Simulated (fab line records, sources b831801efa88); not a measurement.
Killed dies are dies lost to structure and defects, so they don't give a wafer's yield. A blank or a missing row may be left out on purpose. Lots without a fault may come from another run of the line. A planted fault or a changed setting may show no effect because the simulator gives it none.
One fault seen from 2 desks | flow sky130 | each desk has only its own numbers; what lay behind them comes last

THE METROLOGY DESK
What the gauges read, lot by lot, whatever tool the lot ran on: means of the sampled wafers that have a number. A lot is out of limits, marked OUT, if its mean lies more than 4 standard deviations from the usual mean; the brackets give that distance.
Columns: A = SD_N_OVL at SKY_SD_N_OVL_MEAS_08, usual 0.1 nm; B = LI_CONTACT_W_THK at SKY_LI_CONTACT_THK_MEAS_23, usual 396 nm; C = CONTACT_HDPCVD_THK at SKY_CONTACT_THK_MEAS_03, usual 561 nm; D = CONTACT_OVL at SKY_CONTACT_OVL_MEAS_15, usual -2 nm
lot  | first seen here | A    | B   | C              | D
L285 | day 27 19:44    | -1.1 | 387 | 562            | 1
L286 | day 28 06:45    | 0.7  | 391 | 564            | 3
L287 | day 28 16:50    | 1.4  | 389 | 561            | 2
L288 | day 29 06:56    | 0.4  | 391 | 561            | 1
L289 | day 29 07:44    | 0.4  | 393 | 561            | -2
L294 | day 32 12:41    | 0.1  | 396 | 582            | -4
L296 | day 32 14:02    | -2.0 | 396 | 597 (+6.2) OUT | -5
L303 | day 33 20:13    | -1.5 | 387 | 561            | -10
L305 | day 34 11:55    | 0.5  | 392 | 562            | -2
L306 | day 34 21:56    | -0.7 | 387 | 558            | -7
L307 | day 35 04:43    | 1.9  | 400 | 563            | 4
L308 | day 36 03:05    | -0.7 | 394 | 577            | 2
This desk's finding: out of limits on L296; first on L296, day 35 00:47 (CONTACT_HDPCVD_THK at SKY_CONTACT_THK_MEAS_03). In limits: L285, L286, L287, L288, L289, L294, L303, L305, L306, L307, L308.

THE TOOL OWNER'S DESK: hdpcvd-01
The tool's own readings at SKY_CONTACT_HDPCVD_02 (deposits SiO2, target thk 565 nm, time 94.2 s): means of the sampled wafers that have a number, for each lot that ran on this tool. A lot is out of limits, marked OUT, if its mean lies more than 4 standard deviations from the usual mean; the brackets give that distance.
Columns: A = run_length_s at SKY_CONTACT_HDPCVD_02, usual 121.5 s
lot  | first seen here | A
L286 | day 30 18:59    | 121.2
L287 | day 31 04:16    | 121.6
L288 | day 31 18:55    | 121.4
L294 | day 34 22:38    | 124.0 (+4.3) OUT
L296 | day 35 00:40    | 127.7 (+11) OUT
L308 | day 38 10:37    | 121.2
This desk's finding: out of limits on L294, L296; first on L294, day 34 22:38 (run_length_s at SKY_CONTACT_HDPCVD_02). In limits: L286, L287, L288, L308.

PUT TOGETHER
The tool owner's desk could have raised an alarm at day 34 22:38, on L294, L296.
The metrology desk could have raised an alarm at day 35 00:47, on L296.
The metrology desk has L294 on record, within its limits.
Of the lots named, all ran SKY_CONTACT_HDPCVD_02 on hdpcvd-01.

WHAT THE SIMULATOR HAD PUT IN
Process parameter drift: hdpcvd-01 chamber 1, from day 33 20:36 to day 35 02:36, at SKY_CONTACT_HDPCVD_02. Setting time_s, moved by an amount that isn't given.
Lots struck among those shown: L294, L296.
Hours from the fault's start to each desk's first reading out of limits: the tool owner's desk, 26; the metrology desk, 28.
